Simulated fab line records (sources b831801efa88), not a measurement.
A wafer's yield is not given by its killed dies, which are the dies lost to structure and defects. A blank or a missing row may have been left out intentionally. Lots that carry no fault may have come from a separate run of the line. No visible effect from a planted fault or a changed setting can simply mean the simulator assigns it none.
The tool behind it: which one? -- flow gf180mcu -- Sampling: 13 lots, 39 wafers, 3 of 602 route steps

== WHAT EACH GAUGE READ, for each wafer ==
GF_TOP_METAL_CD_MEAS_14 targets a cd of 440 nm.
lot,measured,on,cd nm (nm)
L656,day 29 01:35,cd sem-01,439.9 440.7 439.0
L658,day 30 00:42,cd sem-02,440.5 438.9 440.2
L660,day 30 11:07,cd sem-01,438.7 439.3 437.7
L661,day 30 13:15,cd sem-02,441.2 441.2 442.2
L662,day 30 22:52,cd sem-01,439.3 437.9 439.1
L667,day 32 03:52,cd sem-01,442.8 443.3 442.9
L668,day 33 00:53,cd sem-01,440.5 440.6 442.3
L671,day 33 10:19,cd sem-02,439.7 438.9 439.6
L672,day 33 14:09,cd sem-01,437.6 438.2 437.2
L673,day 33 19:07,cd sem-01,441.0 439.5 440.3
L674,day 33 23:46,cd sem-02,442.3 442.9 441.1
L675,day 34 03:11,cd sem-02,435.8 438.4 437.6
L676,day 34 07:41,cd sem-02,440.4 440.4 441.5

== WHAT TOOL EACH LOT RAN ON (gives the tool, then ch and the chambers of the sampled wafers, and finally the start) ==
lot,GF_V3_SPUTTER_22,GF_TOP_METAL_SPUTTER_00
L656,"pvd sputter-02, day 23 14:49","pvd sputter-02, day 28 06:19"
L658,"pvd sputter-01, day 24 16:38","pvd sputter-03, day 29 05:47"
L660,"pvd sputter-01, day 25 03:43","pvd sputter-03, day 29 16:11"
L661,"pvd sputter-01, day 25 06:11","pvd sputter-01, day 29 18:59"
L662,"pvd sputter-01, day 25 17:19","pvd sputter-01, day 30 04:41"
L667,"pvd sputter-02, day 27 05:22","pvd sputter-01, day 31 10:55"
L668,"pvd sputter-04, day 28 04:40","pvd sputter-02, day 32 08:21"
L671,"pvd sputter-01, day 28 15:49","pvd sputter-02, day 32 18:01"
L672,"pvd sputter-04, day 28 21:29","pvd sputter-03, day 32 22:32"
L673,"pvd sputter-02, day 29 04:10","pvd sputter-02, day 33 03:32"
L674,"pvd sputter-02, day 29 08:35","pvd sputter-03, day 33 07:46"
L675,"pvd sputter-02, day 29 13:05","pvd sputter-01, day 33 11:23"
L676,"pvd sputter-04, day 29 19:16","pvd sputter-03, day 33 16:03"
- GF_V3_SPUTTER_22: material TiN, target thk 10 nm, time 40 s.
- GF_TOP_METAL_SPUTTER_00: material Ti, target thk 37.5 nm, time 150 s.

== WHAT THE TOOLS THEMSELVES READ (means of the sampled wafers that have a number; where no wafer has one, the mark that the record gives instead) ==
GF_V3_SPUTTER_22.
lot,tool,cathode dc power W (W),throttle valve pct (%)
L656,pvd sputter-02,4000.1,29.6
L658,pvd sputter-01,4000.0,31.0
L660,pvd sputter-01,4000.2,30.9
L661,pvd sputter-01,3999.7,30.8
L662,pvd sputter-01,3999.6,30.6
L667,pvd sputter-02,3999.3,29.4
L668,pvd sputter-04,3999.9,30.1
L671,pvd sputter-01,3999.9,30.5
L672,pvd sputter-04,3999.9,30.0
L673,pvd sputter-02,4000.0,29.6
L674,pvd sputter-02,3999.6,30.1
L675,pvd sputter-02,4000.5,29.7
L676,pvd sputter-04,3999.6,30.7

GF_TOP_METAL_SPUTTER_00.
lot,tool,cathode dc power W (W),throttle valve pct (%)
L656,pvd sputter-02,3999.2,29.8
L658,pvd sputter-03,3999.8,30.2
L660,pvd sputter-03,4000.4,29.5
L661,pvd sputter-01,3999.3,30.8
L662,pvd sputter-01,4000.1,30.8
L667,pvd sputter-01,4000.3,30.5
L668,pvd sputter-02,3999.8,28.8
L671,pvd sputter-02,3999.7,30.4
L672,pvd sputter-03,4000.2,29.6
L673,pvd sputter-02,4000.9,29.5
L674,pvd sputter-03,3999.5,29.8
L675,pvd sputter-01,3999.7,30.3
L676,pvd sputter-03,4000.3,29.6

== THE ANSWER, worked out from the rows above alone ==
Rule: the lots themselves supply what counts as usual. The widest of any qualifying gaps counts: lots, ordered by their means at a reading, are off when they make up no more than a third of the lots, leave a main group of 4 or more, and stand apart from it by 3 or more times the standard deviation of that group's means. A main group whose means are all the same, to the digits that the tables above print for the reading, isn't used. Also off: a lot with no number at a reading for which 4 or more lots have one. All remaining lots with rows at the step are treated as sound. The gauges are gone through in route order, then the tools' own readings, and for those a lot's mean is taken as printed above. At the first step where some lot is off, the reading lying furthest off is the one used; lots without a number count as furthest.
None of the lots is off at any reading shown; this tells nothing.

== WHAT THE SIMULATOR PUT IN ==
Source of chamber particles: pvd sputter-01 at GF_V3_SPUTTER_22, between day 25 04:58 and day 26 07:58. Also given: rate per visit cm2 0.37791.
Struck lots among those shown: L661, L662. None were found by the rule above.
